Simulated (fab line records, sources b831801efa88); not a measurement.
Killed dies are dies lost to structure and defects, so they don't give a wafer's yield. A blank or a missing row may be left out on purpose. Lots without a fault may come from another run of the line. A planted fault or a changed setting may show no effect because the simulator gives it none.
Tool commonality check | flow gf180mcu | 13 lots, 45 wafers sampled

WHY IT WAS OPENED
At GF_PSD_RS_MEAS_14 the reading NSD_RS is flagged on 2 of 13 lots. Wafers without a fault read 46.42 ohm/sq, standard deviation 0.084.
Rule: a lot is flagged when every wafer of it that has a number lies more than 4 standard deviations from that mean, or none has a number. The other lots count as sound.

lot  | measured     | on            | NSD_RS (ohm/sq), wafer by wafer     | flag
L875 | day 14 08:56 | film_metro-03 | 46.44 46.36 46.39                   |
L876 | day 14 13:32 | film_metro-03 | 46.52 46.50 46.52                   |
L880 | day 15 23:28 | film_metro-03 | 46.48 46.31 46.43                   |
L883 | day 17 01:03 | film_metro-03 | 45.25 45.38 45.31 45.33 45.36 45.35 | FLAGGED
L885 | day 17 19:19 | film_metro-03 | 45.38 45.45 45.31 45.34 45.45 45.26 | FLAGGED
L888 | day 18 20:53 | film_metro-03 | 46.52 46.42 46.43                   |
L890 | day 19 10:21 | film_metro-03 | 46.30 46.37 46.44                   |
L891 | day 19 18:51 | film_metro-03 | 46.48 46.32 46.45                   |
L892 | day 20 09:45 | film_metro-02 | 46.42 46.40 46.56                   |
L895 | day 21 06:38 | film_metro-02 | 46.56 46.49 46.47                   |
L896 | day 21 15:19 | film_metro-02 | 46.52 46.46 46.38                   |
L897 | day 21 21:04 | film_metro-04 | 46.41 46.43 46.48                   |
L898 | day 22 09:59 | film_metro-03 | 46.35 46.39 46.39                   |
The numbers of the flagged lots are 45.35 ohm/sq on average: -1.07 ohm/sq against the usual, or -13 standard deviations.

WHICH TOOL RAN EACH LOT
The record holds 1 process step before the reading, out of a route of 602 steps. In each cell: the tool, then ch and the chambers that the sampled wafers went through, then the start.
lot  | flag    | GF_NSD_IMPLANT_10
L875 |         | implanter-01 ch 0, day 13 11:37
L876 |         | implanter-01 ch 0, day 13 16:38
L880 |         | implanter-03 ch 0, day 15 01:28
L883 | FLAGGED | implanter-03 ch 0, day 16 01:53
L885 | FLAGGED | implanter-03 ch 0, day 16 19:09
L888 |         | implanter-01 ch 0, day 17 20:19
L890 |         | implanter-04 ch 0, day 18 10:07
L891 |         | implanter-01 ch 0, day 18 17:35
L892 |         | implanter-01 ch 0, day 19 08:31
L895 |         | implanter-03 ch 0, day 20 05:53
L896 |         | implanter-03 ch 0, day 20 14:28
L897 |         | implanter-04 ch 0, day 20 20:20
L898 |         | implanter-03 ch 0, day 21 10:06
What these steps do:
- GF_NSD_IMPLANT_10
- GF_PSD_RS_MEAS_14: measures by four-point-probe.

FLAGGED OVER TOTAL, TOOL BY TOOL (the gauges that took the reading come last)
step              | tool          | lots run | flagged | share of the flagged lots | sound lots run after its first flagged lot
GF_NSD_IMPLANT_10 | implanter-01  | 5        | 0       | none                      | -
GF_NSD_IMPLANT_10 | implanter-03  | 6        | 2       | all                       | 3 (L895,L896,L898)
GF_NSD_IMPLANT_10 | implanter-04  | 2        | 0       | none                      | -
GF_PSD_RS_MEAS_14 | film_metro-02 | 3        | 0       | none                      | -
GF_PSD_RS_MEAS_14 | film_metro-03 | 9        | 2       | all                       | 4 (L888,L890,L891,L898)
GF_PSD_RS_MEAS_14 | film_metro-04 | 1        | 0       | none                      | -

WHAT THE TABLE ALLOWS
2 rows of the table ran every flagged lot: implanter-03 at GF_NSD_IMPLANT_10, film_metro-03 at GF_PSD_RS_MEAS_14.
- implanter-03 at GF_NSD_IMPLANT_10: 2 of its 6 lots flagged. Sound lots ran on it after the first flagged one (L895, L896, L898), which a lasting fault on the whole tool wouldn't allow. Its own readings lie more than 4 standard deviations out on every wafer of the flagged lots: dose_ions_cm2, faraday_current_uA.
- film_metro-03 at GF_PSD_RS_MEAS_14: 2 of its 9 lots flagged. Sound lots ran on it after the first flagged one (L888, L890, L891, L898), which a lasting fault on the whole tool wouldn't allow.
No row of the table ran every flagged lot and no sound lot after the first.

WHAT THE SIMULATOR HAD PUT IN
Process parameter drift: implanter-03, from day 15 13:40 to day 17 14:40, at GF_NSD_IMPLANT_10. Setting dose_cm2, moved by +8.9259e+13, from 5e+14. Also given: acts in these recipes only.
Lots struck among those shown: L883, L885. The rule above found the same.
